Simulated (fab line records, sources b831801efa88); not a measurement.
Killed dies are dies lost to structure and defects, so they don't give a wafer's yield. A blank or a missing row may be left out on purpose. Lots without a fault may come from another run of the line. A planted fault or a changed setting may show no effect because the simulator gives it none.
A sampling plan put to the test | flow gf180mcu | one fab line, 14 faults that these records tell of, each judged on the records of the lots that it struck
The plan is the line's own looks: the steps of the route at which a gauge or an inspection reads the wafer and doesn't change it. A look can be judged if struck wafers have a number there and the file gives its usual mean and standard deviation on fault-free wafers. Caught: at a look after the fault's first step, the mean of the struck wafers lies 4 or more of those standard deviations (sigma) from the usual mean. On the tool: the same test on the tool's own readings at the fault's steps. Another recipe on the struck wafers, or a record that is blank for them alone, also counts as caught.

THE FAULTS, as the simulator had put them in
1. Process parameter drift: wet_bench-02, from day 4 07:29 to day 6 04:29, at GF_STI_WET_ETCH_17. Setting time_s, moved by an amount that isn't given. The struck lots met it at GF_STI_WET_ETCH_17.
2. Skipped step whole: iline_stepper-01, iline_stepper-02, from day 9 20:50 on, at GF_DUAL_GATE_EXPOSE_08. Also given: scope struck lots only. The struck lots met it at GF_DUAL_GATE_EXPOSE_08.
3. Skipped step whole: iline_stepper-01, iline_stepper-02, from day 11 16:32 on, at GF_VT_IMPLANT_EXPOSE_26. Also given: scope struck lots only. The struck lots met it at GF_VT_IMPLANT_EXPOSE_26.
4. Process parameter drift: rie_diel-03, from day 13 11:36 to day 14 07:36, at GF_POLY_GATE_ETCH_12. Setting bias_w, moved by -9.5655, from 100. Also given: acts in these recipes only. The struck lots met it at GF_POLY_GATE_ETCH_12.
5. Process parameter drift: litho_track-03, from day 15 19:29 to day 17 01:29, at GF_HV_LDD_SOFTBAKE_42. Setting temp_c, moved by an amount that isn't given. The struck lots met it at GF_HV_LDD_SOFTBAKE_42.
6. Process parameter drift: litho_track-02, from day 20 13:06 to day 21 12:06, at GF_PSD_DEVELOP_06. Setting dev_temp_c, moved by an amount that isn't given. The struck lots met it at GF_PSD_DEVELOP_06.
7. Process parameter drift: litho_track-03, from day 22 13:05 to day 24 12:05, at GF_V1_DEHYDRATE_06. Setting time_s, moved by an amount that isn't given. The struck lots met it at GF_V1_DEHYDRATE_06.
8. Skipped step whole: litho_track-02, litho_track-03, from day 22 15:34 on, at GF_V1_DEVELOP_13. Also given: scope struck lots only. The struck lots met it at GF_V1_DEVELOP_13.
9. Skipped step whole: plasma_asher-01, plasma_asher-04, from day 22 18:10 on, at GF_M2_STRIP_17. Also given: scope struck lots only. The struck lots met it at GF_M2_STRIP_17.
10. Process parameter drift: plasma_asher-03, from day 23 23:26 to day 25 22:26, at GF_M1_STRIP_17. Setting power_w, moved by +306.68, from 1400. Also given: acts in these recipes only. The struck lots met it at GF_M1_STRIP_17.
11. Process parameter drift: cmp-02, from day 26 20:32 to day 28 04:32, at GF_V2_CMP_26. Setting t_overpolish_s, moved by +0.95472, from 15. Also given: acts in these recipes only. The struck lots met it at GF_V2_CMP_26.
12. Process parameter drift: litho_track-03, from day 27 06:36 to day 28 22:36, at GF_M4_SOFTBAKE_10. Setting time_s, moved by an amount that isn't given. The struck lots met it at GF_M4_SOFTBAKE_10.
13. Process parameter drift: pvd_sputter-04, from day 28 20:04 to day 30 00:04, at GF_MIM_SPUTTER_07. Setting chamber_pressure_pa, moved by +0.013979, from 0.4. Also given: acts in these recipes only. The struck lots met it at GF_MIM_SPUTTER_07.
14. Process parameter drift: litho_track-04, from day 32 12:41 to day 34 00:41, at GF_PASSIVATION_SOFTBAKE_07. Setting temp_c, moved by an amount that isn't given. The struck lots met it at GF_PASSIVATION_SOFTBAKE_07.

WHAT THE PLAN SAW
fault | on the tool itself                               | first look that catches it     | reading, sigma | median hours from its first step to that look | hours from the fault's start to the first struck lot there | judged looks passed uncaught
1     | run_length_s +99 or beyond sigma                 | no look after it can be judged | -              | -                                             | -                                                          | 0
2     | no reading that can be judged                    | no look after it can be judged | -              | -                                             | -                                                          | 0
3     | no reading that can be judged                    | no look after it can be judged | -              | -                                             | -                                                          | 0
4     | bias_w -31 sigma                                 | no look after it can be judged | -              | -                                             | -                                                          | 0
5     | heater_power_total_W -54 sigma                   | no look after it can be judged | -              | -                                             | -                                                          | 0
6     | developer_temp_C -5.8 sigma                      | no look after it can be judged | -              | -                                             | -                                                          | 0
7     | heater_power_total_W +99 or beyond sigma         | no look after it can be judged | -              | -                                             | -                                                          | 0
8     | the tool's record is blank for the struck wafers | no look after it can be judged | -              | -                                             | -                                                          | 0
9     | the tool's record is blank for the struck wafers | no look after it can be judged | -              | -                                             | -                                                          | 0
10    | strip_time_to_endpoint_s -24 sigma               | no look after it can be judged | -              | -                                             | -                                                          | 0
11    | overpolish_run_s +99 or beyond sigma             | no look after it can be judged | -              | -                                             | -                                                          | 0
12    | heater_power_total_W +99 or beyond sigma         | no look after it can be judged | -              | -                                             | -                                                          | 0
13    | chamber_pressure_pa +16 sigma                    | no look after it can be judged | -              | -                                             | -                                                          | 0
14    | plate_temp_C -24 sigma                           | no look after it can be judged | -              | -                                             | -                                                          | 0
A dash: the fault isn't caught, or these records don't give the number.

Caught at a look: 0 of 14. Caught on the tool: 12 of 14. By one or the other: 12 of 14.
Caught on the tool alone: faults 1, 4, 5, 6, 7, 8, 9, 10, 11, 12, 13, 14.
Caught by neither: faults 2, 3.
